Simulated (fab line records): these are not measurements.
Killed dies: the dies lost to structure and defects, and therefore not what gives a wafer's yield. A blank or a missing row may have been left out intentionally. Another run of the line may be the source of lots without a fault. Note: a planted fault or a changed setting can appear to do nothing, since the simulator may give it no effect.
Which tool was responsible? || flow sky130 || Sampling: 24 lots, 72 wafers, 4 of 708 route steps

== WHAT THE GAUGES SHOWED, per wafer ==
SKY_VT_ADJUST_HVTR_CD_MEAS_07: target cd 380 nm.
{"lot": "L074", "measured": "day 9 17:27", "on": "cd_sem-01", "cd_nm (nm)": "378.5 379.1 379.4"}
{"lot": "L075", "measured": "day 9 20:10", "on": "cd_sem-01", "cd_nm (nm)": "376.1 382.0 380.8"}
{"lot": "L076", "measured": "day 10 03:02", "on": "cd_sem-02", "cd_nm (nm)": "379.0 381.3 381.8"}
{"lot": "L077", "measured": "day 10 12:07", "on": "cd_sem-01", "cd_nm (nm)": "379.3 378.9 381.3"}
{"lot": "L078", "measured": "day 10 19:48", "on": "cd_sem-02", "cd_nm (nm)": "377.5 380.4 378.9"}
{"lot": "L079", "measured": "day 11 01:53", "on": "cd_sem-01", "cd_nm (nm)": "379.2 381.0 381.1"}
{"lot": "L080", "measured": "day 11 08:35", "on": "cd_sem-01", "cd_nm (nm)": "379.0 383.1 382.5"}
{"lot": "L081", "measured": "day 11 19:43", "on": "cd_sem-02", "cd_nm (nm)": "376.8 381.5 379.5"}
{"lot": "L082", "measured": "day 12 00:39", "on": "cd_sem-02", "cd_nm (nm)": "379.1 377.0 376.3"}
{"lot": "L083", "measured": "day 12 04:26", "on": "cd_sem-01", "cd_nm (nm)": "383.6 382.8 383.5"}
{"lot": "L084", "measured": "day 12 12:17", "on": "cd_sem-01", "cd_nm (nm)": "386.1 383.5 385.0"}
{"lot": "L085", "measured": "day 12 20:31", "on": "cd_sem-02", "cd_nm (nm)": "387.8 384.5 386.4"}
{"lot": "L086", "measured": "day 13 03:04", "on": "cd_sem-02", "cd_nm (nm)": "381.4 383.3 380.8"}
{"lot": "L087", "measured": "day 13 13:33", "on": "cd_sem-02", "cd_nm (nm)": "380.6 382.7 381.5"}
{"lot": "L088", "measured": "day 13 22:22", "on": "cd_sem-01", "cd_nm (nm)": "379.5 381.0 380.6"}
{"lot": "L089", "measured": "day 14 00:24", "on": "cd_sem-02", "cd_nm (nm)": "378.1 380.7 377.5"}
{"lot": "L090", "measured": "day 14 06:59", "on": "cd_sem-01", "cd_nm (nm)": "379.4 381.0 380.0"}
{"lot": "L091", "measured": "day 14 14:35", "on": "cd_sem-01", "cd_nm (nm)": "384.0 384.2 385.4"}
{"lot": "L092", "measured": "day 14 21:39", "on": "cd_sem-02", "cd_nm (nm)": "377.8 375.8 375.1"}
{"lot": "L093", "measured": "day 15 10:41", "on": "cd_sem-02", "cd_nm (nm)": "377.7 376.6 375.3"}
{"lot": "L094", "measured": "day 15 15:07", "on": "cd_sem-01", "cd_nm (nm)": "380.0 379.1 381.4"}
{"lot": "L095", "measured": "day 16 01:34", "on": "cd_sem-01", "cd_nm (nm)": "377.3 378.9 379.0"}
{"lot": "L096", "measured": "day 16 06:17", "on": "cd_sem-02", "cd_nm (nm)": "381.1 381.5 380.4"}
{"lot": "L097", "measured": "day 16 16:48", "on": "cd_sem-01", "cd_nm (nm)": "378.2 378.7 380.0"}

SKY_METAL4_CD_MEAS_13: target cd 300 nm.
{"lot": "L074", "measured": "day 42 03:52", "on": "cd_sem-02", "cd_nm (nm)": "300.3 298.6 299.0"}
{"lot": "L075", "measured": "day 42 05:25", "on": "cd_sem-02", "cd_nm (nm)": "299.6 302.1 300.7"}
{"lot": "L076", "measured": "day 42 17:00", "on": "cd_sem-02", "cd_nm (nm)": "299.2 300.9 299.9"}
{"lot": "L077", "measured": "day 42 21:31", "on": "cd_sem-01", "cd_nm (nm)": "299.2 299.8 297.8"}
{"lot": "L078", "measured": "day 43 01:48", "on": "cd_sem-01", "cd_nm (nm)": "298.1 299.6 298.0"}
{"lot": "L079", "measured": "day 43 22:11", "on": "cd_sem-01", "cd_nm (nm)": "298.2 297.0 298.9"}
{"lot": "L080", "measured": "day 44 01:51", "on": "cd_sem-01", "cd_nm (nm)": "297.6 298.3 298.3"}
{"lot": "L081", "measured": "day 44 05:19", "on": "cd_sem-02", "cd_nm (nm)": "299.8 301.0 300.0"}
{"lot": "L082", "measured": "day 44 12:21", "on": "cd_sem-02", "cd_nm (nm)": "300.6 300.7 301.1"}
{"lot": "L083", "measured": "day 44 21:09", "on": "cd_sem-02", "cd_nm (nm)": "299.6 299.7 299.9"}
{"lot": "L084", "measured": "day 44 22:16", "on": "cd_sem-02", "cd_nm (nm)": "300.3 299.6 301.4"}
{"lot": "L085", "measured": "day 45 01:04", "on": "cd_sem-02", "cd_nm (nm)": "298.4 299.1 298.0"}
{"lot": "L086", "measured": "day 45 08:04", "on": "cd_sem-02", "cd_nm (nm)": "301.0 300.4 302.3"}
{"lot": "L087", "measured": "day 45 14:19", "on": "cd_sem-02", "cd_nm (nm)": "302.3 302.0 301.7"}
{"lot": "L088", "measured": "day 46 00:52", "on": "cd_sem-02", "cd_nm (nm)": "301.7 300.7 301.2"}
{"lot": "L089", "measured": "day 46 02:12", "on": "cd_sem-02", "cd_nm (nm)": "298.8 299.5 301.3"}
{"lot": "L090", "measured": "day 46 03:16", "on": "cd_sem-02", "cd_nm (nm)": "298.2 297.6 297.7"}
{"lot": "L091", "measured": "day 46 10:27", "on": "cd_sem-01", "cd_nm (nm)": "299.8 300.1 298.2"}
{"lot": "L092", "measured": "day 46 22:33", "on": "cd_sem-01", "cd_nm (nm)": "301.4 301.1 301.0"}
{"lot": "L093", "measured": "day 47 08:00", "on": "cd_sem-02", "cd_nm (nm)": "299.4 300.9 300.1"}
{"lot": "L094", "measured": "day 47 06:52", "on": "cd_sem-01", "cd_nm (nm)": "297.8 298.0 296.8"}
{"lot": "L095", "measured": "day 47 17:59", "on": "cd_sem-02", "cd_nm (nm)": "299.3 299.9 298.9"}
{"lot": "L096", "measured": "day 47 23:23", "on": "cd_sem-01", "cd_nm (nm)": "301.8 301.2 301.5"}
{"lot": "L097", "measured": "day 48 00:18", "on": "cd_sem-02", "cd_nm (nm)": "300.7 302.5 301.1"}

== EACH LOT AND THE TOOL THAT RAN IT (in order: tool; ch and the chambers of the sampled wafers; start) ==
{"lot": "L074", "SKY_VIA2_STRIP_16": "plasma_asher-03 ch 0, day 36 15:02", "SKY_METAL3_DESCUM_15": "rie_metal-02 ch 1, day 38 21:34"}
{"lot": "L075", "SKY_VIA2_STRIP_16": "plasma_asher-02 ch 0,1, day 36 17:19", "SKY_METAL3_DESCUM_15": "rie_metal-03 ch 0,1, day 38 23:18"}
{"lot": "L076", "SKY_VIA2_STRIP_16": "plasma_asher-02 ch 0,1, day 37 05:13", "SKY_METAL3_DESCUM_15": "rie_metal-04 ch 0,1, day 39 11:00"}
{"lot": "L077", "SKY_VIA2_STRIP_16": "plasma_asher-02 ch 0,1, day 37 13:25", "SKY_METAL3_DESCUM_15": "rie_metal-02 ch 0,1, day 39 18:33"}
{"lot": "L078", "SKY_VIA2_STRIP_16": "plasma_asher-02 ch 0,1, day 37 16:54", "SKY_METAL3_DESCUM_15": "rie_metal-02 ch 0,1, day 39 22:11"}
{"lot": "L079", "SKY_VIA2_STRIP_16": "plasma_asher-01 ch 0,1, day 38 17:08", "SKY_METAL3_DESCUM_15": "rie_metal-04 ch 0,1, day 40 20:18"}
{"lot": "L080", "SKY_VIA2_STRIP_16": "plasma_asher-03 ch 0,1, day 38 19:55", "SKY_METAL3_DESCUM_15": "rie_metal-02 ch 0,1, day 40 22:53"}
{"lot": "L081", "SKY_VIA2_STRIP_16": "plasma_asher-01 ch 0,1, day 38 21:28", "SKY_METAL3_DESCUM_15": "rie_metal-02 ch 0, day 41 01:24"}
{"lot": "L082", "SKY_VIA2_STRIP_16": "plasma_asher-01 ch 0, day 39 07:14", "SKY_METAL3_DESCUM_15": "rie_metal-03 ch 0,1, day 41 10:24"}
{"lot": "L083", "SKY_VIA2_STRIP_16": "plasma_asher-01 ch 0,1, day 39 14:47", "SKY_METAL3_DESCUM_15": "rie_metal-03 ch 0,1, day 41 17:44"}
{"lot": "L084", "SKY_VIA2_STRIP_16": "plasma_asher-01 ch 0,1, day 39 18:32", "SKY_METAL3_DESCUM_15": "rie_metal-03 ch 0,1, day 41 20:15"}
{"lot": "L085", "SKY_VIA2_STRIP_16": "plasma_asher-01 ch 0,1, day 39 21:56", "SKY_METAL3_DESCUM_15": "rie_metal-02 ch 0,1, day 41 23:23"}
{"lot": "L086", "SKY_VIA2_STRIP_16": "plasma_asher-01 ch 0,1, day 40 05:58", "SKY_METAL3_DESCUM_15": "rie_metal-04 ch 0,1, day 42 09:02"}
{"lot": "L087", "SKY_VIA2_STRIP_16": "plasma_asher-03 ch 0,1, day 40 12:38", "SKY_METAL3_DESCUM_15": "rie_metal-02 ch 0,1, day 42 14:56"}
{"lot": "L088", "SKY_VIA2_STRIP_16": "plasma_asher-01 ch 0,1, day 41 00:53", "SKY_METAL3_DESCUM_15": "rie_metal-02 ch 0,1, day 43 02:36"}
{"lot": "L089", "SKY_VIA2_STRIP_16": "plasma_asher-02 ch 0,1, day 41 01:56", "SKY_METAL3_DESCUM_15": "rie_metal-02 ch 0,1, day 43 04:06"}
{"lot": "L090", "SKY_VIA2_STRIP_16": "plasma_asher-03 ch 0,1, day 41 02:20", "SKY_METAL3_DESCUM_15": "rie_metal-02 ch 0,1, day 43 04:31"}
{"lot": "L091", "SKY_VIA2_STRIP_16": "plasma_asher-03 ch 0, day 41 10:26", "SKY_METAL3_DESCUM_15": "rie_metal-04 ch 0,1, day 43 12:39"}
{"lot": "L092", "SKY_VIA2_STRIP_16": "plasma_asher-01 ch 0,1, day 42 00:19", "SKY_METAL3_DESCUM_15": "rie_metal-04 ch 0,1, day 44 01:18"}
{"lot": "L093", "SKY_VIA2_STRIP_16": "plasma_asher-02 ch 0,1, day 42 11:26", "SKY_METAL3_DESCUM_15": "rie_metal-04 ch 0,1, day 44 11:30"}
{"lot": "L094", "SKY_VIA2_STRIP_16": "plasma_asher-01 ch 0,1, day 42 10:46", "SKY_METAL3_DESCUM_15": "rie_metal-03 ch 1, day 44 10:16"}
{"lot": "L095", "SKY_VIA2_STRIP_16": "plasma_asher-02 ch 0,1, day 42 22:17", "SKY_METAL3_DESCUM_15": "rie_metal-03 ch 1, day 44 23:01"}
{"lot": "L096", "SKY_VIA2_STRIP_16": "plasma_asher-02 ch 0,1, day 43 00:56", "SKY_METAL3_DESCUM_15": "rie_metal-04 ch 0,1, day 45 00:52"}
{"lot": "L097", "SKY_VIA2_STRIP_16": "plasma_asher-03 ch 0,1, day 43 07:46", "SKY_METAL3_DESCUM_15": "rie_metal-03 ch 1, day 45 05:57"}
- SKY_VIA2_STRIP_16: strips in O2/N2.
- SKY_METAL3_DESCUM_15: chemistry O2, time 8 s.

== WHAT THE TOOLS THEMSELVES READ (means of the sampled wafers that have a number; where no wafer has one, the mark that the record gives instead) ==
SKY_VIA2_STRIP_16.
{"lot": "L074", "tool": "plasma_asher-03", "drypump_motor_current_A (A)": 6.1, "oes_product_au (a.u.)": 0.399, "strip_time_to_endpoint_s (s)": 4.044}
{"lot": "L075", "tool": "plasma_asher-02", "drypump_motor_current_A (A)": 5.2, "oes_product_au (a.u.)": 0.397, "strip_time_to_endpoint_s (s)": 4.034}
{"lot": "L076", "tool": "plasma_asher-02", "drypump_motor_current_A (A)": 5.1, "oes_product_au (a.u.)": 0.393, "strip_time_to_endpoint_s (s)": 3.967}
{"lot": "L077", "tool": "plasma_asher-02", "drypump_motor_current_A (A)": 5.1, "oes_product_au (a.u.)": 0.397, "strip_time_to_endpoint_s (s)": 4.044}
{"lot": "L078", "tool": "plasma_asher-02", "drypump_motor_current_A (A)": 5.2, "oes_product_au (a.u.)": 0.397, "strip_time_to_endpoint_s (s)": 4.051}
{"lot": "L079", "tool": "plasma_asher-01", "drypump_motor_current_A (A)": 5.6, "oes_product_au (a.u.)": 0.400, "strip_time_to_endpoint_s (s)": 4.033}
{"lot": "L080", "tool": "plasma_asher-03", "drypump_motor_current_A (A)": 6.0, "oes_product_au (a.u.)": 0.396, "strip_time_to_endpoint_s (s)": 4.019}
{"lot": "L081", "tool": "plasma_asher-01", "drypump_motor_current_A (A)": 5.6, "oes_product_au (a.u.)": 0.399, "strip_time_to_endpoint_s (s)": 4.067}
{"lot": "L082", "tool": "plasma_asher-01", "drypump_motor_current_A (A)": 6.0, "oes_product_au (a.u.)": 0.395, "strip_time_to_endpoint_s (s)": 4.035}
{"lot": "L083", "tool": "plasma_asher-01", "drypump_motor_current_A (A)": 5.5, "oes_product_au (a.u.)": 0.397, "strip_time_to_endpoint_s (s)": 4.021}
{"lot": "L084", "tool": "plasma_asher-01", "drypump_motor_current_A (A)": 5.7, "oes_product_au (a.u.)": 0.392, "strip_time_to_endpoint_s (s)": 4.022}
{"lot": "L085", "tool": "plasma_asher-01", "drypump_motor_current_A (A)": 5.8, "oes_product_au (a.u.)": 0.396, "strip_time_to_endpoint_s (s)": 4.025}
{"lot": "L086", "tool": "plasma_asher-01", "drypump_motor_current_A (A)": 5.7, "oes_product_au (a.u.)": 0.394, "strip_time_to_endpoint_s (s)": 4.009}
{"lot": "L087", "tool": "plasma_asher-03", "drypump_motor_current_A (A)": 6.1, "oes_product_au (a.u.)": 0.400, "strip_time_to_endpoint_s (s)": 4.068}
{"lot": "L088", "tool": "plasma_asher-01", "drypump_motor_current_A (A)": 5.6, "oes_product_au (a.u.)": 0.395, "strip_time_to_endpoint_s (s)": 4.011}
{"lot": "L089", "tool": "plasma_asher-02", "drypump_motor_current_A (A)": 5.2, "oes_product_au (a.u.)": 0.401, "strip_time_to_endpoint_s (s)": 4.014}
{"lot": "L090", "tool": "plasma_asher-03", "drypump_motor_current_A (A)": 6.1, "oes_product_au (a.u.)": 0.396, "strip_time_to_endpoint_s (s)": 4.037}
{"lot": "L091", "tool": "plasma_asher-03", "drypump_motor_current_A (A)": 6.1, "oes_product_au (a.u.)": 0.396, "strip_time_to_endpoint_s (s)": 4.033}
{"lot": "L092", "tool": "plasma_asher-01", "drypump_motor_current_A (A)": 5.7, "oes_product_au (a.u.)": 0.397, "strip_time_to_endpoint_s (s)": 4.019}
{"lot": "L093", "tool": "plasma_asher-02", "drypump_motor_current_A (A)": 5.1, "oes_product_au (a.u.)": 0.398, "strip_time_to_endpoint_s (s)": 4.048}
{"lot": "L094", "tool": "plasma_asher-01", "drypump_motor_current_A (A)": 5.6, "oes_product_au (a.u.)": 0.396, "strip_time_to_endpoint_s (s)": 4.046}
{"lot": "L095", "tool": "plasma_asher-02", "drypump_motor_current_A (A)": 5.1, "oes_product_au (a.u.)": 0.403, "strip_time_to_endpoint_s (s)": 4.042}
{"lot": "L096", "tool": "plasma_asher-02", "drypump_motor_current_A (A)": 5.1, "oes_product_au (a.u.)": 0.399, "strip_time_to_endpoint_s (s)": 4.068}
{"lot": "L097", "tool": "plasma_asher-03", "drypump_motor_current_A (A)": 6.0, "oes_product_au (a.u.)": 0.397, "strip_time_to_endpoint_s (s)": 3.998}

SKY_METAL3_DESCUM_15.
{"lot": "L074", "tool": "rie_metal-02", "drypump_motor_current_A (A)": 5.57, "oes_product_au (a.u.)": 1.007}
{"lot": "L075", "tool": "rie_metal-03", "drypump_motor_current_A (A)": 6.27, "oes_product_au (a.u.)": 1.018}
{"lot": "L076", "tool": "rie_metal-04", "drypump_motor_current_A (A)": 5.76, "oes_product_au (a.u.)": 1.010}
{"lot": "L077", "tool": "rie_metal-02", "drypump_motor_current_A (A)": 5.85, "oes_product_au (a.u.)": 1.017}
{"lot": "L078", "tool": "rie_metal-02", "drypump_motor_current_A (A)": 5.85, "oes_product_au (a.u.)": 1.013}
{"lot": "L079", "tool": "rie_metal-04", "drypump_motor_current_A (A)": 5.76, "oes_product_au (a.u.)": 1.013}
{"lot": "L080", "tool": "rie_metal-02", "drypump_motor_current_A (A)": 5.84, "oes_product_au (a.u.)": 1.020}
{"lot": "L081", "tool": "rie_metal-02", "drypump_motor_current_A (A)": 5.97, "oes_product_au (a.u.)": 1.028}
{"lot": "L082", "tool": "rie_metal-03", "drypump_motor_current_A (A)": 6.10, "oes_product_au (a.u.)": 1.021}
{"lot": "L083", "tool": "rie_metal-03", "drypump_motor_current_A (A)": 6.09, "oes_product_au (a.u.)": 1.026}
{"lot": "L084", "tool": "rie_metal-03", "drypump_motor_current_A (A)": 6.24, "oes_product_au (a.u.)": 1.029}
{"lot": "L085", "tool": "rie_metal-02", "drypump_motor_current_A (A)": 5.71, "oes_product_au (a.u.)": 1.020}
{"lot": "L086", "tool": "rie_metal-04", "drypump_motor_current_A (A)": 5.80, "oes_product_au (a.u.)": 1.012}
{"lot": "L087", "tool": "rie_metal-02", "drypump_motor_current_A (A)": 5.84, "oes_product_au (a.u.)": 1.017}
{"lot": "L088", "tool": "rie_metal-02", "drypump_motor_current_A (A)": 5.83, "oes_product_au (a.u.)": 1.017}
{"lot": "L089", "tool": "rie_metal-02", "drypump_motor_current_A (A)": 5.85, "oes_product_au (a.u.)": 1.016}
{"lot": "L090", "tool": "rie_metal-02", "drypump_motor_current_A (A)": 5.69, "oes_product_au (a.u.)": 1.007}
{"lot": "L091", "tool": "rie_metal-04", "drypump_motor_current_A (A)": 5.80, "oes_product_au (a.u.)": 1.021}
{"lot": "L092", "tool": "rie_metal-04", "drypump_motor_current_A (A)": 5.82, "oes_product_au (a.u.)": 1.009}
{"lot": "L093", "tool": "rie_metal-04", "drypump_motor_current_A (A)": 5.81, "oes_product_au (a.u.)": 1.009}
{"lot": "L094", "tool": "rie_metal-03", "drypump_motor_current_A (A)": 6.43, "oes_product_au (a.u.)": 1.027}
{"lot": "L095", "tool": "rie_metal-03", "drypump_motor_current_A (A)": 6.41, "oes_product_au (a.u.)": 1.028}
{"lot": "L096", "tool": "rie_metal-04", "drypump_motor_current_A (A)": 5.80, "oes_product_au (a.u.)": 1.014}
{"lot": "L097", "tool": "rie_metal-03", "drypump_motor_current_A (A)": 6.42, "oes_product_au (a.u.)": 1.026}

== THE ANSWER, worked out from the rows above alone ==
Rule: the lots themselves supply what counts as usual. The widest of any qualifying gaps counts: lots, ordered by their means at a reading, are off when they make up no more than a third of the lots, leave a main group of 4 or more, and stand apart from it by 3 or more times the standard deviation of that group's means. Not used: any main group whose means are identical at the precision the tables above print for the reading. Also off: a lot with no number at a reading for which 4 or more lots have one. Where the step has rows for the other lots, those lots are counted as sound. First the gauges in route order, then the tools' own readings, where a lot's mean is used as printed above. At the first step where some lot is off, the reading lying furthest off is the one used; lots without a number count as furthest.
No lot is off on any of the readings shown, so nothing can be concluded from this.

== WHAT HAD BEEN PUT IN BY THE SIMULATOR ==
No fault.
